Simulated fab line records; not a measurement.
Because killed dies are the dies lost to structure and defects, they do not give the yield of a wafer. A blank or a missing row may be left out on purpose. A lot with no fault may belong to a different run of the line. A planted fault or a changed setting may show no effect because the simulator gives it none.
Which of the tools did it? | flow sky130 | 33 wafers from 11 lots sampled at 2 of the route's 708 steps

## WHAT EACH GAUGE READ, for each wafer
SKY_SONOS_ONO_THK_MEAS_03.
lot  | measured     | on           | SONOS_ONO_CVD_02_THK (nm)
L963 | day 11 17:19 | filmMetro-02 | 10.32 10.46 10.24
L964 | day 12 01:52 | filmMetro-03 | 10.30 10.38 10.41
L965 | day 12 09:11 | filmMetro-03 | 10.56 10.66 10.56
L968 | day 13 08:20 | filmMetro-02 | 10.60 10.70 10.75
L969 | day 13 21:32 | filmMetro-02 | 10.62 10.61 10.62
L970 | day 14 05:58 | filmMetro-01 | 10.48 10.51 10.59
L971 | day 14 20:11 | filmMetro-02 | 10.67 10.68 10.60
L972 | day 14 20:11 | filmMetro-03 | 10.36 10.40 10.50
L981 | day 18 04:28 | filmMetro-01 | 12.29 12.66 12.60
L982 | day 18 07:48 | filmMetro-03 | 11.28 11.68 12.09
L983 | day 18 12:09 | filmMetro-03 | 12.52 12.82 12.34

## EACH LOT AND THE TOOL THAT RAN IT (in order: tool; ch and the chambers of the sampled wafers; start)
lot  | SKY_SONOS_ONO_CVD_02
L963 | lpcvd-02 ch 1, day 11 16:15
L964 | lpcvd-02 ch 1, day 12 00:49
L965 | lpcvd-02 ch 1, day 12 08:08
L968 | lpcvd-02 ch 1, day 13 07:17
L969 | lpcvd-02 ch 1, day 13 20:29
L970 | lpcvd-02 ch 0, day 14 04:55
L971 | lpcvd-02 ch 1, day 14 19:06
L972 | lpcvd-02 ch 0, day 14 19:06
L981 | lpcvd-02 ch 0, day 18 03:25
L982 | lpcvd-02 ch 0, day 18 06:43
L983 | lpcvd-02 ch 0, day 18 11:05
- SKY_SONOS_ONO_CVD_02: deposits Si3N4 from DCS/NH3, target thk 10.5 nm, time 180 s.

## THE ANSWER, worked out from the rows above alone
Rule: what is usual is taken from the lots themselves. The widest of any qualifying gaps counts: lots, ordered by their means at a reading, are off when they make up no more than a third of the lots, leave a main group of 4 or more, and stand apart from it by 3 or more times the standard deviation of that group's means. If all means in a main group match to the digits the tables above print for the reading, that group is not used. Also off: a lot with no number at a reading for which 4 or more lots have one. The other lots that the step has rows for count as sound.
Off: L981, L982, L983, seen at SKY_SONOS_ONO_THK_MEAS_03 (SONOS_ONO_CVD_02_THK). Main group: mean 10.52 nm, sd 0.13.
If a tool, at a process step before that reading, ran all the lots that are off and no sound lot after the first of them, it fits. The gauges at SKY_SONOS_ONO_THK_MEAS_03 are tried like those tools. One fits: SKY_SONOS_ONO_CVD_02 on lpcvd-02. A fault onset in the window from L971 (day 14 19:06, its last sound lot) to L981 (day 18 03:25, its first lot off) fits.

## WHAT HAD BEEN PUT IN BY THE SIMULATOR
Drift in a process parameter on lpcvd-02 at SKY_SONOS_ONO_CVD_02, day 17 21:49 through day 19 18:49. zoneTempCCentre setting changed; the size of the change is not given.
Lots struck among those shown: L981, L982, L983. The rule given above showed the same thing.
